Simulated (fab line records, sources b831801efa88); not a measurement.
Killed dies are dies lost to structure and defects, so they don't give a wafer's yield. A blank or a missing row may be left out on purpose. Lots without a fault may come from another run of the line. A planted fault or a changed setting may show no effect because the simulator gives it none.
Tool commonality check | flow sky130 | 12 lots, 36 wafers sampled

WHY IT WAS OPENED
At SKY_SONOS_ONO_THK_MEAS_03 the reading SONOS_ONO_CVD_02_THK is flagged on 2 of 12 lots. Wafers without a fault read 10.55 nm, standard deviation 0.13.
Rule: a lot is flagged when every wafer of it that has a number lies more than 4 standard deviations from that mean, or none has a number. The other lots count as sound.

lot  | measured     | on            | SONOS_ONO_CVD_02_THK (nm), wafer by wafer | flag
L804 | day 11 03:30 | film_metro-02 | 10.57 10.52 10.50                         |
L805 | day 11 12:34 | film_metro-03 | 10.50 10.49 10.61                         |
L806 | day 12 01:35 | film_metro-01 | 10.56 10.61 10.78                         |
L807 | day 12 08:05 | film_metro-03 | 10.38 10.40 10.52                         |
L808 | day 12 18:04 | film_metro-01 | 10.43 10.45 10.53                         |
L810 | day 13 07:12 | film_metro-03 | 10.70 10.65 10.64                         |
L813 | day 14 20:52 | film_metro-03 | 10.37 10.40 10.35                         |
L814 | day 15 04:50 | film_metro-03 | 10.59 10.57 10.61                         |
L815 | day 15 04:51 | film_metro-02 | 10.65 10.70 10.57                         |
L819 | day 16 07:44 | film_metro-03 | 14.89 14.79 15.01                         | FLAGGED
L820 | day 16 13:14 | film_metro-02 | 14.85 14.74 14.79                         | FLAGGED
L827 | day 19 00:40 | film_metro-01 | 10.59 10.68 10.70                         |
The numbers of the flagged lots are 14.84 nm on average: +4.29 nm against the usual, or +33 standard deviations.

WHICH TOOL RAN EACH LOT
The record holds 1 process step before the reading, out of a route of 708 steps. In each cell: the tool, then ch and the chambers that the sampled wafers went through, then the start.
lot  | flag    | SKY_SONOS_ONO_CVD_02
L804 |         | lpcvd-02 ch 1, day 11 02:26
L805 |         | lpcvd-02 ch 1, day 11 11:31
L806 |         | lpcvd-02 ch 0, day 12 00:31
L807 |         | lpcvd-02 ch 1, day 12 06:31
L808 |         | lpcvd-02 ch 0, day 12 16:27
L810 |         | lpcvd-02 ch 1, day 13 06:08
L813 |         | lpcvd-02 ch 0, day 14 19:49
L814 |         | lpcvd-02 ch 0, day 15 03:47
L815 |         | lpcvd-02 ch 1, day 15 03:47
L819 | FLAGGED | lpcvd-02 ch 0, day 16 06:40
L820 | FLAGGED | lpcvd-02 ch 0, day 16 12:11
L827 |         | lpcvd-02 ch 0, day 18 23:05
What these steps do:
- SKY_SONOS_ONO_CVD_02: deposits Si3N4 from DCS/NH3, target thk 10.5 nm, time 180 s.
- SKY_SONOS_ONO_THK_MEAS_03

FLAGGED OVER TOTAL, TOOL BY TOOL (the gauges that took the reading come last)
step                      | tool          | lots run | flagged | share of the flagged lots | sound lots run after its first flagged lot
SKY_SONOS_ONO_CVD_02      | lpcvd-02      | 12       | 2       | all                       | 1 (L827)
SKY_SONOS_ONO_THK_MEAS_03 | film_metro-01 | 3        | 0       | none                      | -
SKY_SONOS_ONO_THK_MEAS_03 | film_metro-02 | 3        | 1       | some                      | 0
SKY_SONOS_ONO_THK_MEAS_03 | film_metro-03 | 6        | 1       | some                      | 0

WHAT THE TABLE ALLOWS
1 row of the table ran every flagged lot: lpcvd-02 at SKY_SONOS_ONO_CVD_02.
- lpcvd-02 at SKY_SONOS_ONO_CVD_02: 2 of its 12 lots flagged. Sound lots ran on it after the first flagged one (L827), which a lasting fault on the whole tool wouldn't allow. Its own readings lie more than 4 standard deviations out on every wafer of the flagged lots: spike_tc_bottom_C, spike_tc_centre_C, spike_tc_lower_C, spike_tc_top_C, spike_tc_upper_C, susceptor_temp_C.
No row of the table ran every flagged lot and no sound lot after the first.

WHAT THE SIMULATOR HAD PUT IN
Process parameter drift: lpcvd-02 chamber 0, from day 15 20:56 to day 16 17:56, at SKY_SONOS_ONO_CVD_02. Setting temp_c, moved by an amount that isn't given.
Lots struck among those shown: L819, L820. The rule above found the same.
